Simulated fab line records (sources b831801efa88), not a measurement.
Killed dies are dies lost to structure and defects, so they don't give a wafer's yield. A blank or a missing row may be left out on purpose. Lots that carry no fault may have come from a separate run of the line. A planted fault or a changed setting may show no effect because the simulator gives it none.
Which of the tools did it? :: flow gf180mcu :: 18 wafers from 6 lots sampled at 2 of the route's 602 steps

WHAT EACH GAUGE READ, for each wafer
GF_V5_CD_MEAS_14 targets a cd of 260 nm.
lot: L702
measured: day 27 08:54
on: cd-sem-01
cd-nm (nm): 261.9 261.8 262.2

lot: L706
measured: day 28 22:05
on: cd-sem-02
cd-nm (nm): 258.6 258.2 259.7

lot: L711
measured: day 30 05:54
on: cd-sem-01
cd-nm (nm): 259.7 260.3 260.2

lot: L716
measured: day 31 18:59
on: cd-sem-02
cd-nm (nm): 260.7 261.2 260.7

lot: L718
measured: day 31 22:02
on: cd-sem-02
cd-nm (nm): 261.2 260.1 260.1

lot: L721
measured: day 32 14:29
on: cd-sem-02
cd-nm (nm): 256.7 258.4 257.8

EACH LOT AND THE TOOL THAT RAN IT (in order: tool; ch and the chambers of the sampled wafers; start)
lot: L702
GF_MIM_SPUTTER_09: pvd-sputter-03, day 24 16:47

lot: L706
GF_MIM_SPUTTER_09: pvd-sputter-01, day 26 08:50

lot: L711
GF_MIM_SPUTTER_09: pvd-sputter-01, day 27 18:10

lot: L716
GF_MIM_SPUTTER_09: pvd-sputter-03, day 29 11:03

lot: L718
GF_MIM_SPUTTER_09: pvd-sputter-03, day 29 15:32

lot: L721
GF_MIM_SPUTTER_09: pvd-sputter-03, day 30 08:43
- GF_MIM_SPUTTER_09: material TiN, target thk 35 nm, time 29.2 s.

THE ANSWER, worked out from the rows above alone
Rule: the lots themselves supply what counts as usual. The widest of any qualifying gaps counts: lots, ordered by their means at a reading, are off when they make up no more than a third of the lots, leave a main group of 4 or more, and stand apart from it by 3 or more times the standard deviation of that group's means. A main group whose means are all the same, to the digits that the tables above print for the reading, isn't used. A lot without any number at a reading at which 4 lots or more have one is off too. All remaining lots with rows at the step are treated as sound.
No lot is off on any of the readings shown, so nothing can be concluded from this.

WHAT THE SIMULATOR HAD INSERTED
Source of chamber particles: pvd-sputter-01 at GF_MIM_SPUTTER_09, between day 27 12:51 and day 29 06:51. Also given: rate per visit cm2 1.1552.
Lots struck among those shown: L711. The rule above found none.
